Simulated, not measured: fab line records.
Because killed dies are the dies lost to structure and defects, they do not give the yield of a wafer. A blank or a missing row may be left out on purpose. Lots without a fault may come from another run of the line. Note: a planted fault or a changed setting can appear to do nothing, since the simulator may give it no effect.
Struck lot and sound lot, side by side	flow sky130	16 out of 708 route steps
Sound: wafers L519.1, L519.2, L519.3. The struck wafers were L515.1, L515.2, L515.5. The cause is named last.
For every step that has rows: the tool of each side, followed by ch and its chambers, followed by its first start. Under that, the readings that differ: sound wafers	struck wafers	difference of the means	sigmas: that difference in standard deviations of wafers without a fault.
alike: readings with means less than 2 such deviations apart, plus words and numbers identical on both sides. not compared: withheld readings, readings lacking a value on some wafer, bounds such as >300 that could conceal the same value, and numbers that have no deviation in the record and whose values overlap.
Wherever a step has rows on one side only, a row that says differs or no value, or a row with sigmas, the two part there. Numbers that don't overlap but have no deviation are shown without sigmas and don't part them. Lack of a reading on every wafer of one side parts them only where that side has two or more wafers.

SKY_METAL1_THK_MEAS_06: measures by xrf.
  sound on filmMetro-02, day 35 02:13; struck on filmMetro-03, day 34 03:52
  alike: METAL1_ALCU_THK
then, 8 steps without rows for these wafers: SKY_METAL1_DEHYDRATE_07 (time 60 s); SKY_METAL1_HMDS_08 (prime time 60 s); SKY_METAL1_COAT_09 (resist thk 60 nm); SKY_METAL1_COAT_10 (resist thk 450 nm); SKY_METAL1_SOFTBAKE_11 (time 90 s); SKY_METAL1_EXPOSE_12 (exposes mask MM1, target cd 140 nm); SKY_METAL1_PEB_13; SKY_METAL1_DEVELOP_14 (develop time 60 s).
SKY_METAL1_CD_MEAS_15: target cd 140 nm.
  sound on cdSem-01, day 36 04:40; struck on cdSem-01, day 35 07:17
  alike: cdNm
SKY_METAL1_OVL_MEAS_16:
  sound on overlay-01, day 36 04:47; struck on overlay-01, day 35 07:25
  alike: METAL1_OVL
SKY_METAL1_DESCUM_17: chemistry O2, time 8 s.
  sound on rieMetal-01 ch 0,1, day 36 04:49; struck on rieMetal-04 ch 1, day 35 07:27
  alike: drypumpMotorCurrentA, oesProductAu
  not compared: rfHoursCounterH
SKY_METAL1_ETCH_18: etches BARC in N2/H2, stops on SiO2, time 45.9 s, target depth 60 nm.
  sound on rieMetal-01 ch 0,1, day 36 04:51; struck on rieMetal-04 ch 1, day 35 07:31
  no value came back on the struck wafers for any of 5 readings (biasW (W), chamberPressureMTorr (mTorr) and others); on the sound wafers biasW (W) reads 99.9 100.1 100.2
reading	sound	struck	difference	sigmas
model.KrF-thick_of_METAL1_COAT_10.thkNm (nm)	389.8 391.9 389.9	436.8 435.1 436.3	+45.5	
  not compared: rfHoursCounterH
SKY_METAL1_METAL_ETCH_19: etches the open film in Cl2/BCl3, stops on SiO2, target depth 360 nm, time 78 s.
  sound on rieMetal-01 ch 0,1, day 36 04:55; struck on rieMetal-04 ch 1, day 35 07:38
reading	sound	struck	difference	sigmas
oesProductAu (a.u.)	0.854 0.854 0.851	0.370 0.374 0.373	-0.481	-83
model.KrF-thick_of_METAL1_COAT_10.thkNm (nm)	146.8 156.2 147.1	201.8 199.8 200.8	+50.8	
  alike: bcl3FlowSccm, biasW, drypumpMotorCurrentA, throttleValvePct
  not compared: rfHoursCounterH
SKY_METAL1_STRIP_20: strips in O2/N2.
  sound on plasmaAsher-01 ch 0,1, day 36 05:00; struck on plasmaAsher-03 ch 0,1, day 35 07:49
reading	sound	struck	difference	sigmas
oesProductAu (a.u.)	0.340 0.348 0.340	0.362 0.360 0.362	+0.019	+4
stripTimeToEndpointS (s)	2.56 2.69 2.57	3.16 3.14 3.16	+0.55	+8
  alike: drypumpMotorCurrentA
  not compared: rfHoursCounterH
then, 1 step without rows for these wafers: SKY_METAL1_STRIP_21 (strips in post etch residue remover, time 1200 s).

== WHERE THEY PART ==
First at SKY_METAL1_ETCH_18; last, within this record, at SKY_METAL1_STRIP_20.

WHY: the cause the simulator had injected
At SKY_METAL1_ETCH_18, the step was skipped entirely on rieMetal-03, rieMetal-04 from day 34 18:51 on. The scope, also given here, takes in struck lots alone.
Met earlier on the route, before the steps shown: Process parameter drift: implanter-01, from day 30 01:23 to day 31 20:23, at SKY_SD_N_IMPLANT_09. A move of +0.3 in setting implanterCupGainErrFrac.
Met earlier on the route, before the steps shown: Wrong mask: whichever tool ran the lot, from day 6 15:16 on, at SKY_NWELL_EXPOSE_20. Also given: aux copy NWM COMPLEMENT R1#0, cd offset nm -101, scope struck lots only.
